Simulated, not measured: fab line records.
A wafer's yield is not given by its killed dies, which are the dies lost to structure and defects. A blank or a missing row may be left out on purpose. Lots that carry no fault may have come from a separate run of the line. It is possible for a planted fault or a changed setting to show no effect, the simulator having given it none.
Which tool was responsible? | flow gf180mcu | Sampling: 11 lots, 33 wafers, 4 of 602 route steps

== WHAT EACH GAUGE READ, for each wafer ==
GF_HV_LDD_TW_MEAS_38.
lot  | measured     | on            | HV_LDD_3_TW
L180 | day 11 17:17 | film-metro-02 | 1438 1434 1438
L182 | day 12 15:37 | film-metro-04 | 1440 1432 1444
L184 | day 13 06:26 | film-metro-03 | 1368 1379 1377 1379 1377 1370
L187 | day 14 08:44 | film-metro-02 | 1382 1381 1382 1374 1377 1381
L189 | day 14 16:56 | film-metro-03 | 1438 1442 1435
L191 | day 15 10:08 | film-metro-02 | 1438 1441 1448
L195 | day 16 23:38 | film-metro-04 | 1441 1435 1440
L196 | day 17 08:20 | film-metro-04 | 1443 1433 1434
L198 | day 17 21:37 | film-metro-02 | 1443 1444 1446
L201 | day 18 16:35 | film-metro-02 | 1445 1442 1437
L202 | day 19 01:44 | film-metro-02 | 1436 1445 1449

== EACH LOT AND THE TOOL THAT RAN IT (in order: tool; ch and the chambers of the sampled wafers; start) ==
lot  | GF_POLY_GATE_ETCH_12               | GF_HV_LDD_STRIP_22                   | GF_HV_LDD_IMPLANT_34
L180 | rie-diel-03 ch 0,2,3, day 9 07:14  | plasma-asher-04 ch 0,1, day 10 21:46 | implanter-04 ch 0, day 11 16:44
L182 | rie-diel-03 ch 0,2, day 10 03:29   | plasma-asher-01 ch 0,1, day 11 19:05 | implanter-03 ch 0, day 12 15:04
L184 | rie-diel-01 ch 0,1,3, day 10 17:20 | plasma-asher-04 ch 0,1, day 12 09:44 | implanter-03 ch 0, day 13 05:53
L187 | rie-diel-03 ch 0,1,3, day 11 17:38 | plasma-asher-02 ch 0,1, day 13 11:46 | implanter-03 ch 0, day 14 08:13
L189 | rie-diel-01 ch 2,3, day 12 00:08   | plasma-asher-04 ch 0,1, day 13 19:04 | implanter-01 ch 0, day 14 16:23
L191 | rie-diel-03 ch 0,1,3, day 12 17:47 | plasma-asher-01 ch 0,1, day 14 11:43 | implanter-04 ch 0, day 15 09:35
L195 | rie-diel-01 ch 0,1,3, day 14 04:04 | plasma-asher-02 ch 0,1, day 15 23:55 | implanter-03 ch 0, day 16 23:06
L196 | rie-diel-01 ch 2,3, day 14 11:05   | plasma-asher-01 ch 0,1, day 16 08:35 | implanter-03 ch 0, day 17 07:48
L198 | rie-diel-01 ch 0,2,3, day 14 22:53 | plasma-asher-01 ch 0,1, day 16 22:11 | implanter-01 ch 0, day 17 21:04
L201 | rie-diel-02 ch 0,1,3, day 15 15:38 | plasma-asher-01 ch 0,1, day 17 16:06 | implanter-03 ch 0, day 18 16:02
L202 | rie-diel-02 ch 0,2,3, day 16 00:50 | plasma-asher-04 ch 0,1, day 18 01:04 | implanter-03 ch 0, day 19 01:11
- GF_POLY_GATE_ETCH_12: etches BARC in N2/H2.
- GF_HV_LDD_STRIP_22: strips in O2/N2.
- GF_HV_LDD_IMPLANT_34

== THE ANSWER, worked out from the rows above alone ==
Rule: what is usual is taken from the lots themselves. The widest of any qualifying gaps counts: lots, ordered by their means at a reading, are off when they make up no more than a third of the lots, leave a main group of 4 or more, and stand apart from it by 3 or more times the standard deviation of that group's means. The tables above print the reading to a certain number of digits; a main group whose means all agree to those digits is not used. A lot without any number at a reading at which 4 lots or more have one is off too. Any other lot the step has rows for is counted as sound.
Off: L184, L187, at GF_HV_LDD_TW_MEAS_38 (HV_LDD_3_TW). For the main group the mean is 1440 and the standard deviation 2.7.
If a tool, at a process step before that reading, ran all the lots that are off and no sound lot after the first of them, it fits. Gauges at GF_HV_LDD_TW_MEAS_38: tried the same way as those tools. No candidate that was tried fits.

== WHAT WAS PUT IN BY THE SIMULATOR ==
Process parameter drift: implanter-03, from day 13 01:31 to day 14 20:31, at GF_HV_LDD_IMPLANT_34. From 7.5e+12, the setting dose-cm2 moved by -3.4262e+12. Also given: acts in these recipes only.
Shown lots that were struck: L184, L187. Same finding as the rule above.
